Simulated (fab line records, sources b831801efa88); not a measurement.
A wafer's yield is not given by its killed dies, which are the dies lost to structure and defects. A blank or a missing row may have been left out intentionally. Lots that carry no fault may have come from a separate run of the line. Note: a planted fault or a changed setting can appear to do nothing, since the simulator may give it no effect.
What tool caused it? :: flow sky130 :: Sampling: 11 lots, 33 wafers, 5 of 708 route steps

## WHAT THE GAUGES READ, wafer by wafer
The record holds no reading of a measuring or inspecting step that can be judged against a usual standard deviation.

## WHAT TOOL EACH LOT RAN ON (gives the tool, then ch and the chambers of the sampled wafers, and finally the start)
lot: L978
SKY_METAL3_SPUTTER_01: pvdSputter-02, day 36 00:43
SKY_CAPM_CVD_00: pecvd-02 ch 0,2, day 36 00:50
SKY_METAL3_COAT_08: lithoTrack-04 ch 0, day 37 17:00
SKY_METAL3_ETCH_17: rieDiel-01 ch 0,3, day 38 05:58
SKY_METAL3_STRIP_19: plasmaAsher-04 ch 0,1, day 38 06:10

lot: L980
SKY_METAL3_SPUTTER_01: pvdSputter-02, day 36 19:56
SKY_CAPM_CVD_00: pecvd-04 ch 0,2, day 36 20:04
SKY_METAL3_COAT_08: lithoTrack-03 ch 0, day 38 10:00
SKY_METAL3_ETCH_17: rieDiel-01 ch 1,2,3, day 38 23:05
SKY_METAL3_STRIP_19: plasmaAsher-04 ch 0,1, day 38 23:17

lot: L981
SKY_METAL3_SPUTTER_01: pvdSputter-02, day 37 10:49
SKY_CAPM_CVD_00: pecvd-02 ch 0,1,2, day 37 10:57
SKY_METAL3_COAT_08: lithoTrack-04 ch 0, day 39 01:00
SKY_METAL3_ETCH_17: rieDiel-02 ch 0,3, day 39 14:43
SKY_METAL3_STRIP_19: plasmaAsher-04 ch 0,1, day 39 14:56

lot: L984
SKY_METAL3_SPUTTER_01: pvdSputter-02, day 37 23:30
SKY_CAPM_CVD_00: pecvd-04 ch 0,1,2, day 37 23:38
SKY_METAL3_COAT_08: lithoTrack-04 ch 0, day 39 13:00
SKY_METAL3_ETCH_17: rieDiel-01 ch 1,2, day 40 02:22
SKY_METAL3_STRIP_19: plasmaAsher-02 ch 0,1, day 40 02:34

lot: L988
SKY_METAL3_SPUTTER_01: pvdSputter-01, day 39 15:38
SKY_CAPM_CVD_00: pecvd-02 ch 0,1,2, day 39 15:46
SKY_METAL3_COAT_08: lithoTrack-02 ch 0, day 41 04:00
SKY_METAL3_ETCH_17: rieDiel-01 ch 1,2,3, day 41 16:41
SKY_METAL3_STRIP_19: plasmaAsher-04 ch 0,1, day 41 16:55

lot: L990
SKY_METAL3_SPUTTER_01: pvdSputter-04, day 40 03:50
SKY_CAPM_CVD_00: pecvd-03 ch 0,1,2, day 40 03:58
SKY_METAL3_COAT_08: lithoTrack-04 ch 0, day 41 16:00
SKY_METAL3_ETCH_17: rieDiel-01 ch 0,1,3, day 42 05:04
SKY_METAL3_STRIP_19: plasmaAsher-04 ch 0,1, day 42 05:18

lot: L993
SKY_METAL3_SPUTTER_01: pvdSputter-02, day 40 19:55
SKY_CAPM_CVD_00: pecvd-04 ch 0,1, day 40 20:03
SKY_METAL3_COAT_08: lithoTrack-02 ch 0, day 42 08:00
SKY_METAL3_ETCH_17: rieDiel-02 ch 2,3, day 42 20:34
SKY_METAL3_STRIP_19: plasmaAsher-02 ch 0,1, day 42 20:56

lot: L997
SKY_METAL3_SPUTTER_01: pvdSputter-04, day 41 23:11
SKY_CAPM_CVD_00: pecvd-04 ch 0,1,2, day 41 23:19
SKY_METAL3_COAT_08: lithoTrack-02 ch 0, day 43 10:00
SKY_METAL3_ETCH_17: rieDiel-02 ch 1,2,3, day 43 22:37
SKY_METAL3_STRIP_19: plasmaAsher-04 ch 0,1, day 43 22:49

lot: L998
SKY_METAL3_SPUTTER_01: pvdSputter-04, day 42 11:01
SKY_CAPM_CVD_00: pecvd-04 ch 0,1,2, day 42 11:09
SKY_METAL3_COAT_08: lithoTrack-02 ch 0, day 43 22:00
SKY_METAL3_ETCH_17: rieDiel-03 ch 0,3, day 44 10:26
SKY_METAL3_STRIP_19: plasmaAsher-01 ch 0,1, day 44 10:40

lot: L999
SKY_METAL3_SPUTTER_01: pvdSputter-04, day 42 12:47
SKY_CAPM_CVD_00: pecvd-02 ch 0,2, day 42 12:56
SKY_METAL3_COAT_08: lithoTrack-04 ch 0, day 44 00:00
SKY_METAL3_ETCH_17: rieDiel-02 ch 0,2,3, day 44 11:38
SKY_METAL3_STRIP_19: plasmaAsher-04 ch 0,1, day 44 11:52

lot: L100
SKY_METAL3_SPUTTER_01: pvdSputter-04, day 43 04:05
SKY_CAPM_CVD_00: pecvd-03 ch 0,2, day 43 04:13
SKY_METAL3_COAT_08: lithoTrack-04 ch 0, day 44 14:00
SKY_METAL3_ETCH_17: rieDiel-02 ch 2,3, day 45 02:08
SKY_METAL3_STRIP_19: plasmaAsher-01 ch 0,1, day 45 02:19
- SKY_METAL3_SPUTTER_01: material TiN, target thk 20 nm, time 16.7 s.
- SKY_CAPM_CVD_00: deposits SiO2, target thk 15.5 nm.
- SKY_METAL3_COAT_08: resist thk 1140 nm.
- SKY_METAL3_ETCH_17: etches SiO2 in C4F8/O2/Ar, stops on TiN, time 3.9 s, target depth 15 nm.
- SKY_METAL3_STRIP_19: strips in O2/N2.

## WHAT THE TOOLS THEMSELVES READ (means of the sampled wafers that have a number; where no wafer has one, the mark that the record gives instead)
SKY_METAL3_SPUTTER_01. Usual: throttleValvePct 29.9 %, standard deviation 1.1.
lot: L978
tool: pvdSputter-02
throttleValvePct (%): 29.8
flag: 

lot: L980
tool: pvdSputter-02
throttleValvePct (%): 29.3
flag: 

lot: L981
tool: pvdSputter-02
throttleValvePct (%): 31.1
flag: 

lot: L984
tool: pvdSputter-02
throttleValvePct (%): 29.5
flag: 

lot: L988
tool: pvdSputter-01
throttleValvePct (%): 28.5
flag: 

lot: L990
tool: pvdSputter-04
throttleValvePct (%): 30.1
flag: 

lot: L993
tool: pvdSputter-02
throttleValvePct (%): 29.7
flag: 

lot: L997
tool: pvdSputter-04
throttleValvePct (%): 30.3
flag: 

lot: L998
tool: pvdSputter-04
throttleValvePct (%): 30.2
flag: 

lot: L999
tool: pvdSputter-04
throttleValvePct (%): 30.2
flag: 

lot: L100
tool: pvdSputter-04
throttleValvePct (%): 30.3
flag: 

SKY_CAPM_CVD_00. Usual: heaterPowerW 725 W, standard deviation 84; susceptorTempC 400.02 C, standard deviation 0.22.
lot: L978
tool: pecvd-02
heaterPowerW (W): 780
susceptorTempC (C): 399.90
flag: 

lot: L980
tool: pecvd-04
heaterPowerW (W): 686
susceptorTempC (C): 400.03
flag: 

lot: L981
tool: pecvd-02
heaterPowerW (W): 741
susceptorTempC (C): 399.93
flag: 

lot: L984
tool: pecvd-04
heaterPowerW (W): 796
susceptorTempC (C): 399.66
flag: 

lot: L988
tool: pecvd-02
heaterPowerW (W): 667
susceptorTempC (C): 400.18
flag: 

lot: L990
tool: pecvd-03
heaterPowerW (W): 656
susceptorTempC (C): 399.88
flag: 

lot: L993
tool: pecvd-04
heaterPowerW (W): 802
susceptorTempC (C): 399.90
flag: 

lot: L997
tool: pecvd-04
heaterPowerW (W): 770
susceptorTempC (C): 400.02
flag: 

lot: L998
tool: pecvd-04
heaterPowerW (W): 751
susceptorTempC (C): 400.01
flag: 

lot: L999
tool: pecvd-02
heaterPowerW (W): 783
susceptorTempC (C): 400.05
flag: 

lot: L100
tool: pecvd-03
heaterPowerW (W): 641
susceptorTempC (C): 400.13
flag: 

SKY_METAL3_COAT_08. Usual: resistLineTempC 22.99 C, standard deviation 0.11; spinSpeedRpm 3000.2 rpm, standard deviation 1.7.
lot: L978
tool: lithoTrack-04
resistLineTempC (C): 23.06
spinSpeedRpm (rpm): 3001.2
flag: 

lot: L980
tool: lithoTrack-03
resistLineTempC (C): 23.06
spinSpeedRpm (rpm): 2999.6
flag: 

lot: L981
tool: lithoTrack-04
resistLineTempC (C): 22.83
spinSpeedRpm (rpm): 3000.1
flag: 

lot: L984
tool: lithoTrack-04
resistLineTempC (C): 23.06
spinSpeedRpm (rpm): 2998.4
flag: 

lot: L988
tool: lithoTrack-02
resistLineTempC (C): 23.03
spinSpeedRpm (rpm): 3001.8
flag: 

lot: L990
tool: lithoTrack-04
resistLineTempC (C): 23.00
spinSpeedRpm (rpm): 3001.4
flag: 

lot: L993
tool: lithoTrack-02
resistLineTempC (C): 22.98
spinSpeedRpm (rpm): 3000.9
flag: 

lot: L997
tool: lithoTrack-02
resistLineTempC (C): 23.01
spinSpeedRpm (rpm): 2732.5
flag: OFF

lot: L998
tool: lithoTrack-02
resistLineTempC (C): 22.94
spinSpeedRpm (rpm): 2736.7
flag: OFF

lot: L999
tool: lithoTrack-04
resistLineTempC (C): 23.04
spinSpeedRpm (rpm): 3001.1
flag: 

lot: L100
tool: lithoTrack-04
resistLineTempC (C): 23.01
spinSpeedRpm (rpm): 3000.2
flag: 

SKY_METAL3_ETCH_17. Usual: oesProductAu 0.755 a.u., standard deviation 0.0067.
lot: L978
tool: rieDiel-01
oesProductAu (a.u.): 0.759
flag: 

lot: L980
tool: rieDiel-01
oesProductAu (a.u.): 0.757
flag: 

lot: L981
tool: rieDiel-02
oesProductAu (a.u.): 0.756
flag: 

lot: L984
tool: rieDiel-01
oesProductAu (a.u.): 0.759
flag: 

lot: L988
tool: rieDiel-01
oesProductAu (a.u.): 0.746
flag: 

lot: L990
tool: rieDiel-01
oesProductAu (a.u.): 0.756
flag: 

lot: L993
tool: rieDiel-02
oesProductAu (a.u.): 0.758
flag: 

lot: L997
tool: rieDiel-02
oesProductAu (a.u.): 0.752
flag: 

lot: L998
tool: rieDiel-03
oesProductAu (a.u.): 0.757
flag: 

lot: L999
tool: rieDiel-02
oesProductAu (a.u.): 0.760
flag: 

lot: L100
tool: rieDiel-02
oesProductAu (a.u.): 0.747
flag: 

SKY_METAL3_STRIP_19. Usual: drypumpMotorCurrentA 5.8 A, standard deviation 0.4; oesProductAu 0.500 a.u., standard deviation 0.0051; stripTimeToEndpointS 6.50 s, standard deviation 0.054.
lot: L978
tool: plasmaAsher-04
drypumpMotorCurrentA (A): 5.9
oesProductAu (a.u.): 0.498
stripTimeToEndpointS (s): 6.50
flag: 

lot: L980
tool: plasmaAsher-04
drypumpMotorCurrentA (A): 5.8
oesProductAu (a.u.): 0.500
stripTimeToEndpointS (s): 6.49
flag: 

lot: L981
tool: plasmaAsher-04
drypumpMotorCurrentA (A): 5.8
oesProductAu (a.u.): 0.497
stripTimeToEndpointS (s): 6.52
flag: 

lot: L984
tool: plasmaAsher-02
drypumpMotorCurrentA (A): 5.9
oesProductAu (a.u.): 0.499
stripTimeToEndpointS (s): 6.49
flag: 

lot: L988
tool: plasmaAsher-04
drypumpMotorCurrentA (A): 6.1
oesProductAu (a.u.): 0.502
stripTimeToEndpointS (s): 6.54
flag: 

lot: L990
tool: plasmaAsher-04
drypumpMotorCurrentA (A): 6.1
oesProductAu (a.u.): 0.498
stripTimeToEndpointS (s): 6.47
flag: 

lot: L993
tool: plasmaAsher-02
drypumpMotorCurrentA (A): 5.9
oesProductAu (a.u.): 0.503
stripTimeToEndpointS (s): 6.56
flag: 

lot: L997
tool: plasmaAsher-04
drypumpMotorCurrentA (A): 5.9
oesProductAu (a.u.): 0.524
stripTimeToEndpointS (s): 7.05
flag: OFF

lot: L998
tool: plasmaAsher-01
drypumpMotorCurrentA (A): 5.5
oesProductAu (a.u.): 0.523
stripTimeToEndpointS (s): 7.04
flag: OFF

lot: L999
tool: plasmaAsher-04
drypumpMotorCurrentA (A): 5.8
oesProductAu (a.u.): 0.501
stripTimeToEndpointS (s): 6.53
flag: 

lot: L100
tool: plasmaAsher-01
drypumpMotorCurrentA (A): 5.5
oesProductAu (a.u.): 0.500
stripTimeToEndpointS (s): 6.47
flag: 

## THE ANSWER, worked out from the rows above alone
Rule: a lot is off if the mean of its wafers that have a number lies more than 3 standard deviations from the usual mean. Also off: a lot with no number at a reading for which 4 or more lots have one. Where the step has rows for the other lots, those lots are counted as sound. After the gauges, taken in route order, come the tools' own readings; for these a lot's mean is taken, as printed above. At the first step where some lot is off, the reading lying furthest off is the one used; lots without a number count as furthest.
Off: L997, L998, at SKY_METAL3_COAT_08 (spinSpeedRpm).
A tool fits if, at that step or a process step before it, it ran every lot that is off, and no sound lot after the first of them. This does not decide it: 2 tools fit, namely pecvd-04 at SKY_CAPM_CVD_00 and lithoTrack-02 at SKY_METAL3_COAT_08.

## WHAT THE SIMULATOR HAD INSERTED
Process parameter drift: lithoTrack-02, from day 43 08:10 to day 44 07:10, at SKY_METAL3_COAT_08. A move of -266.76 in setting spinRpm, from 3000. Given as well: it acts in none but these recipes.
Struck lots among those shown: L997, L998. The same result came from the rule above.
